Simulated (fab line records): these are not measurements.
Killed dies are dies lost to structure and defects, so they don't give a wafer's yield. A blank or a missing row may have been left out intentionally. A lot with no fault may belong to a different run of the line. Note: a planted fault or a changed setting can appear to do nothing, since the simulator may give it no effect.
Matching of chambers + flow sfqLine + rieDiel-01 running SFQ_TRILAYER_I5_ETCH_VIA_ETCH_147: 4 sister chambers
The step etches the open film in CHF3, stops on Nb, target depth 360 nm. 8 wafers are shown with their chamber, then 6 later ones without.

== WAFERS, EACH WITH ITS CHAMBER ==
| wafer  | chamber | drypumpMotorCurrentA (A) | oesProductAu (a.u.) |
|--------|---------|--------------------------|---------------------|
| L453.5 | 3       | 6.1                      | 0.993               |
| L458.4 | 2       | 5.8                      | 0.995               |
| L458.5 | 0       | 5.4                      | 0.993               |
| L462.1 | 3       | 6.1                      | 0.997               |
| L462.3 | 2       | 5.9                      | 0.994               |
| L462.4 | 0       | 5.4                      | 0.998               |
| L467.4 | 1       | 5.0                      | 0.988               |
| L467.6 | 1       | 5.0                      | 0.985               |

== WAFERS MISSING THEIR CHAMBER ==
| wafer  | drypumpMotorCurrentA (A) | oesProductAu (a.u.) |
|--------|--------------------------|---------------------|
| L469.2 | 5.8                      | 0.990               |
| L469.3 | 5.0                      | 0.993               |
| L469.6 | 6.0                      | 0.991               |
| L472.3 | 5.8                      | 0.995               |
| L472.4 | 5.5                      | 0.984               |
| L472.6 | 5.0                      | 0.994               |

== EACH ONE'S CHAMBER ==
| wafer  | from the rows above     | in truth |
|--------|-------------------------|----------|
| L469.2 | 2                       | 2        |
| L469.3 | 1                       | 1        |
| L469.6 | can't be placed: 3 or 2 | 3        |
| L472.3 | 2                       | 2        |
| L472.4 | 0                       | 0        |
| L472.6 | 1                       | 1        |
Placed correctly: 5 of 6. These rows do not allow placing 1 (true chamber among the candidates in 1). 0 placed wrongly.
How it was worked out, from the rows above alone: a wafer's distance from a chamber is the root of the sum, over the readings, of the square of ((its reading less the chamber's mean) divided by the reading's scatter). The wafer belongs to the nearest chamber; if the next one is less than 2 further off, it can't be placed. A chamber's mean is the mean of its shown wafers. The scatter is the square root of a quotient: the sum, over the shown wafers, of each reading's squared deviation from its chamber's mean, divided by wafers minus chambers.
